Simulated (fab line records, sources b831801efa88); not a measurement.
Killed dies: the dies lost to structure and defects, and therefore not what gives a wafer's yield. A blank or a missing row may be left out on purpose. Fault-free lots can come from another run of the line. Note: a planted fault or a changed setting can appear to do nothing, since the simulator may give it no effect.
What tool caused it? :: flow gf180mcu :: 36 wafers from 12 lots sampled at 4 of the route's 602 steps

== WHAT THE GAUGES SHOWED, per wafer ==
GF_PASSIVATION_BOW_MEAS_14.
lot: L374
measured: day 29 14:50
on: film metro-03
PASSIVATION_BOW (um): 105 113 124

lot: L376
measured: day 30 06:17
on: film metro-02
PASSIVATION_BOW (um): 144 131 140

lot: L379
measured: day 31 07:43
on: film metro-02
PASSIVATION_BOW (um): 149 144 154

lot: L383
measured: day 32 05:30
on: film metro-04
PASSIVATION_BOW (um): 130 147 139

lot: L384
measured: day 32 13:33
on: film metro-02
PASSIVATION_BOW (um): 127 141 142

lot: L389
measured: day 33 17:37
on: film metro-04
PASSIVATION_BOW (um): 140 144 134

lot: L391
measured: day 34 05:17
on: film metro-04
PASSIVATION_BOW (um): 137 133 130

lot: L392
measured: day 34 10:39
on: film metro-04
PASSIVATION_BOW (um): 151 149 141

lot: L393
measured: day 34 12:04
on: film metro-04
PASSIVATION_BOW (um): 149 150 140

lot: L394
measured: day 34 20:38
on: film metro-03
PASSIVATION_BOW (um): 156 134 135

lot: L395
measured: day 35 01:45
on: film metro-02
PASSIVATION_BOW (um): 144 144 150

lot: L396
measured: day 35 08:51
on: film metro-03
PASSIVATION_BOW (um): 115 125 116

== WHICH TOOL RAN EACH LOT (tool, then ch and the chambers of the sampled wafers, then the start) ==
lot: L374
GF_M3_STRIP_17: plasma asher-01 ch 0,1, day 21 23:09
GF_MIM_SPUTTER_03: pvd sputter-02, day 25 00:54
GF_TOP_METAL_SPUTTER_04: pvd sputter-03, day 27 19:58

lot: L376
GF_M3_STRIP_17: plasma asher-01 ch 0,1, day 22 20:52
GF_MIM_SPUTTER_03: pvd sputter-01, day 25 20:44
GF_TOP_METAL_SPUTTER_04: pvd sputter-03, day 28 13:09

lot: L379
GF_M3_STRIP_17: plasma asher-02 ch 0,1, day 24 03:23
GF_MIM_SPUTTER_03: pvd sputter-03, day 27 00:44
GF_TOP_METAL_SPUTTER_04: pvd sputter-04, day 29 15:47

lot: L383
GF_M3_STRIP_17: plasma asher-02 ch 0,1, day 25 06:43
GF_MIM_SPUTTER_03: pvd sputter-03, day 28 01:51
GF_TOP_METAL_SPUTTER_04: pvd sputter-03, day 30 15:43

lot: L384
GF_M3_STRIP_17: plasma asher-02 ch 0,1, day 25 15:04
GF_MIM_SPUTTER_03: pvd sputter-03, day 28 11:48
GF_TOP_METAL_SPUTTER_04: pvd sputter-01, day 31 00:46

lot: L389
GF_M3_STRIP_17: plasma asher-04 ch 0,1, day 27 03:55
GF_MIM_SPUTTER_03: pvd sputter-02, day 29 20:59
GF_TOP_METAL_SPUTTER_04: pvd sputter-03, day 32 06:29

lot: L391
GF_M3_STRIP_17: plasma asher-01 ch 0,1, day 27 19:34
GF_MIM_SPUTTER_03: pvd sputter-03, day 30 11:16
GF_TOP_METAL_SPUTTER_04: pvd sputter-01, day 32 18:43

lot: L392
GF_M3_STRIP_17: plasma asher-02 ch 0,1, day 28 01:31
GF_MIM_SPUTTER_03: pvd sputter-02, day 30 17:07
GF_TOP_METAL_SPUTTER_04: pvd sputter-04, day 33 01:04

lot: L393
GF_M3_STRIP_17: plasma asher-02 ch 0,1, day 28 04:04
GF_MIM_SPUTTER_03: pvd sputter-02, day 30 19:01
GF_TOP_METAL_SPUTTER_04: pvd sputter-04, day 33 02:02

lot: L394
GF_M3_STRIP_17: plasma asher-02 ch 0,1, day 28 14:02
GF_MIM_SPUTTER_03: pvd sputter-02, day 31 04:49
GF_TOP_METAL_SPUTTER_04: pvd sputter-01, day 33 11:03

lot: L395
GF_M3_STRIP_17: plasma asher-02 ch 0,1, day 28 20:08
GF_MIM_SPUTTER_03: pvd sputter-01, day 31 10:38
GF_TOP_METAL_SPUTTER_04: pvd sputter-04, day 33 16:27

lot: L396
GF_M3_STRIP_17: plasma asher-04 ch 0,1, day 29 05:13
GF_MIM_SPUTTER_03: pvd sputter-03, day 31 17:19
GF_TOP_METAL_SPUTTER_04: pvd sputter-03, day 33 22:54
- GF_M3_STRIP_17: strips in O2/N2.
- GF_MIM_SPUTTER_03: material Ti, target thk 10 nm, time 6.7 s.
- GF_TOP_METAL_SPUTTER_04: material TiN, target thk 25 nm, time 20.8 s.

== WHAT THE TOOLS THEMSELVES READ (means of the sampled wafers that have a number; where no wafer has one, the mark that the record gives instead) ==
GF_M3_STRIP_17.
lot: L374
tool: plasma asher-01
drypump motor current A (A): 5.3
heater power w (W): 323
oes product au (a.u.): 0.558
strip time to endpoint s (s): 7.89

lot: L376
tool: plasma asher-01
drypump motor current A (A): 5.3
heater power w (W): 323
oes product au (a.u.): 0.559
strip time to endpoint s (s): 7.81

lot: L379
tool: plasma asher-02
drypump motor current A (A): 6.1
heater power w (W): 364
oes product au (a.u.): 0.558
strip time to endpoint s (s): 7.91

lot: L383
tool: plasma asher-02
drypump motor current A (A): 6.1
heater power w (W): 366
oes product au (a.u.): 0.558
strip time to endpoint s (s): 7.85

lot: L384
tool: plasma asher-02
drypump motor current A (A): 6.0
heater power w (W): 353
oes product au (a.u.): 0.552
strip time to endpoint s (s): 7.82

lot: L389
tool: plasma asher-04
drypump motor current A (A): 5.6
heater power w (W): 329
oes product au (a.u.): 0.561
strip time to endpoint s (s): 7.87

lot: L391
tool: plasma asher-01
drypump motor current A (A): 5.2
heater power w (W): 322
oes product au (a.u.): 0.563
strip time to endpoint s (s): 7.97

lot: L392
tool: plasma asher-02
drypump motor current A (A): 6.0
heater power w (W): 348
oes product au (a.u.): 0.563
strip time to endpoint s (s): 7.88

lot: L393
tool: plasma asher-02
drypump motor current A (A): 6.0
heater power w (W): 350
oes product au (a.u.): 0.559
strip time to endpoint s (s): 7.90

lot: L394
tool: plasma asher-02
drypump motor current A (A): 6.1
heater power w (W): 348
oes product au (a.u.): 0.557
strip time to endpoint s (s): 7.82

lot: L395
tool: plasma asher-02
drypump motor current A (A): 6.1
heater power w (W): 372
oes product au (a.u.): 0.553
strip time to endpoint s (s): 7.88

lot: L396
tool: plasma asher-04
drypump motor current A (A): 5.6
heater power w (W): 324
oes product au (a.u.): 0.562
strip time to endpoint s (s): 7.91

GF_MIM_SPUTTER_03.
lot: L374
tool: pvd sputter-02
chamber pressure pa (Pa): 0.3002
substrate temp c (C): 300.12
throttle valve pct (%): 30.8

lot: L376
tool: pvd sputter-01
chamber pressure pa (Pa): 0.3005
substrate temp c (C): 300.06
throttle valve pct (%): 30.4

lot: L379
tool: pvd sputter-03
chamber pressure pa (Pa): 0.2997
substrate temp c (C): 299.90
throttle valve pct (%): 30.2

lot: L383
tool: pvd sputter-03
chamber pressure pa (Pa): 0.3001
substrate temp c (C): 300.08
throttle valve pct (%): 29.5

lot: L384
tool: pvd sputter-03
chamber pressure pa (Pa): 0.3002
substrate temp c (C): 300.07
throttle valve pct (%): 29.8

lot: L389
tool: pvd sputter-02
chamber pressure pa (Pa): 0.2993
substrate temp c (C): 299.91
throttle valve pct (%): 31.9

lot: L391
tool: pvd sputter-03
chamber pressure pa (Pa): 0.3002
substrate temp c (C): 299.91
throttle valve pct (%): 29.6

lot: L392
tool: pvd sputter-02
chamber pressure pa (Pa): 0.3004
substrate temp c (C): 299.94
throttle valve pct (%): 31.1

lot: L393
tool: pvd sputter-02
chamber pressure pa (Pa): 0.2999
substrate temp c (C): 299.90
throttle valve pct (%): 30.0

lot: L394
tool: pvd sputter-02
chamber pressure pa (Pa): 0.3008
substrate temp c (C): 300.16
throttle valve pct (%): 32.5

lot: L395
tool: pvd sputter-01
chamber pressure pa (Pa): 0.2998
substrate temp c (C): 299.85
throttle valve pct (%): 30.4

lot: L396
tool: pvd sputter-03
chamber pressure pa (Pa): 0.2995
substrate temp c (C): 300.00
throttle valve pct (%): 29.9

GF_TOP_METAL_SPUTTER_04.
lot: L374
tool: pvd sputter-03
chamber pressure pa (Pa): 0.3994
throttle valve pct (%): 29.3

lot: L376
tool: pvd sputter-03
chamber pressure pa (Pa): 0.3994
throttle valve pct (%): 30.2

lot: L379
tool: pvd sputter-04
chamber pressure pa (Pa): 0.4000
throttle valve pct (%): 30.5

lot: L383
tool: pvd sputter-03
chamber pressure pa (Pa): 0.3996
throttle valve pct (%): 29.9

lot: L384
tool: pvd sputter-01
chamber pressure pa (Pa): 0.4002
throttle valve pct (%): 30.3

lot: L389
tool: pvd sputter-03
chamber pressure pa (Pa): 0.3998
throttle valve pct (%): 29.7

lot: L391
tool: pvd sputter-01
chamber pressure pa (Pa): 0.4000
throttle valve pct (%): 30.4

lot: L392
tool: pvd sputter-04
chamber pressure pa (Pa): 0.4000
throttle valve pct (%): 30.6

lot: L393
tool: pvd sputter-04
chamber pressure pa (Pa): 0.3999
throttle valve pct (%): 30.4

lot: L394
tool: pvd sputter-01
chamber pressure pa (Pa): 0.4007
throttle valve pct (%): 30.2

lot: L395
tool: pvd sputter-04
chamber pressure pa (Pa): 0.3995
throttle valve pct (%): 30.7

lot: L396
tool: pvd sputter-03
chamber pressure pa (Pa): 0.3998
throttle valve pct (%): 30.1

== THE ANSWER, worked out from the rows above alone ==
Rule: usual is defined by the lots themselves. The widest of any qualifying gaps counts: lots, ordered by their means at a reading, are off when they make up no more than a third of the lots, leave a main group of 4 or more, and stand apart from it by 3 or more times the standard deviation of that group's means. A main group is skipped when, at the precision printed for the reading in the tables above, its means are all equal. Also off: a lot with no number at a reading for which 4 or more lots have one. All remaining lots with rows at the step are treated as sound. First the gauges in route order, then the tools' own readings, where a lot's mean is used as printed above. At the first step where some lot is off, the reading lying furthest off is the one used; lots without a number count as furthest.
Across all readings shown, no lot is off: no conclusion can be drawn from this.

== WHAT HAD BEEN PUT IN BY THE SIMULATOR ==
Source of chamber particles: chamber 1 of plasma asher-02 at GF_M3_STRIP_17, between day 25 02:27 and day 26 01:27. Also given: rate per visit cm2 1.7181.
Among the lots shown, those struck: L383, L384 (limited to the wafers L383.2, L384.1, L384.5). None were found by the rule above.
